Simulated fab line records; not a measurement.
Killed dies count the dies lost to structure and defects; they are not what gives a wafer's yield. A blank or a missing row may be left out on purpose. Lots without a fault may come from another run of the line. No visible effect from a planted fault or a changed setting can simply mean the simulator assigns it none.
The tool behind it: which one? | flow gf180mcu | 12 lots, 36 wafers sampled, at 2 steps of a route of 602

WHAT EACH GAUGE READ, for each wafer
GF_VT_IMPLANT_OVL_MEAS_07. Usual: VT_IMPLANT_OVL gives 0.0 nm (standard deviation 1.7).
lot  | measured     | on         | VT_IMPLANT_OVL (nm)           | flag
L340 | day 5 20:27  | overlay-01 | -0.1 -0.3 -0.8                |
L341 | day 5 22:32  | overlay-02 | -0.1 1.9 2.3                  |
L342 | day 6 09:50  | overlay-02 | -1.6 -1.1 -1.0                |
L343 | day 6 15:48  | overlay-02 | 0.6 1.2 -0.3                  |
L344 | day 6 18:40  | overlay-02 | -0.1 -1.0 -2.3                |
L345 | day 6 21:54  | overlay-02 | 0.6 1.0 -1.2                  |
L346 | day 7 03:54  | overlay-02 | 2.5 0.0 -1.2                  |
L347 | day 7 09:26  | overlay-02 | -1.0 -0.3 -0.6                |
L348 | day 7 17:54  | overlay-01 | 0.6 0.4 1.5                   |
L351 | day 8 13:23  | overlay-01 | 51.0 50.3 50.6 51.8 50.6 50.9 | OFF
L352 | day 8 17:30  | overlay-02 | 52.3 52.4 52.9 53.2 52.1 53.1 | OFF
L361 | day 11 00:05 | overlay-01 | -2.4 -0.7 0.1                 |

TOOL THAT RAN EACH LOT (tool first, then ch and the chambers of the sampled wafers, then the start)
lot  | GF_VT_IMPLANT_EXPOSE_04
L340 | iline-stepper-01 ch 0, day 5 13:00
L341 | iline-stepper-01 ch 0, day 5 15:22
L342 | iline-stepper-01 ch 0, day 6 02:03
L343 | iline-stepper-02 ch 0, day 6 08:19
L344 | iline-stepper-01 ch 0, day 6 11:15
L345 | iline-stepper-01 ch 0, day 6 14:29
L346 | iline-stepper-01 ch 0, day 6 20:02
L347 | iline-stepper-01 ch 0, day 7 02:11
L348 | iline-stepper-02 ch 0, day 7 09:44
L351 | iline-stepper-01 ch 0, day 8 05:28
L352 | iline-stepper-01 ch 0, day 8 10:04
L361 | iline-stepper-02 ch 0, day 10 15:29
- GF_VT_IMPLANT_EXPOSE_04: exposes mask LVPWELL LV AREA, target cd 600 nm.

AS READ BY THE TOOLS THEMSELVES (means over the sampled wafers that have a number; for cases with no such wafer, the mark the record gives instead)
The record holds no such reading with a usual standard deviation.

THE ANSWER, worked out from the rows above alone
Rule: take the mean of a lot's wafers that have a number; if it is more than 3 standard deviations from the usual mean, the lot is off. Also off: a lot with no number at a reading for which 4 or more lots have one. Where the step has rows for the other lots, those lots are counted as sound. After the gauges, taken in route order, come the tools' own readings; for these a lot's mean is taken, as printed above. The first step at which some lot is off is used, and at that step the reading that is off furthest; a lot without a number counts as furthest.
Off: at GF_VT_IMPLANT_OVL_MEAS_07 (VT_IMPLANT_OVL), L351, L352.
A tool fits if, at a process step before that reading, it ran every lot that is off, and no sound lot after the first of them. The gauges at GF_VT_IMPLANT_OVL_MEAS_07 are tried like those tools. One candidate fits, namely iline-stepper-01 at GF_VT_IMPLANT_EXPOSE_04. Its last sound lot is L347 (day 7 02:11), its first lot that is off L351 (day 8 05:28): a fault that began between those two fits.

WHAT WAS PUT IN BY THE SIMULATOR
Scanner matching overlay: iline-stepper-01, from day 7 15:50 on, at GF_VT_IMPLANT_EXPOSE_04. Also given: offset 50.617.
Shown lots that were struck: L351, L352. The same result came from the rule above.
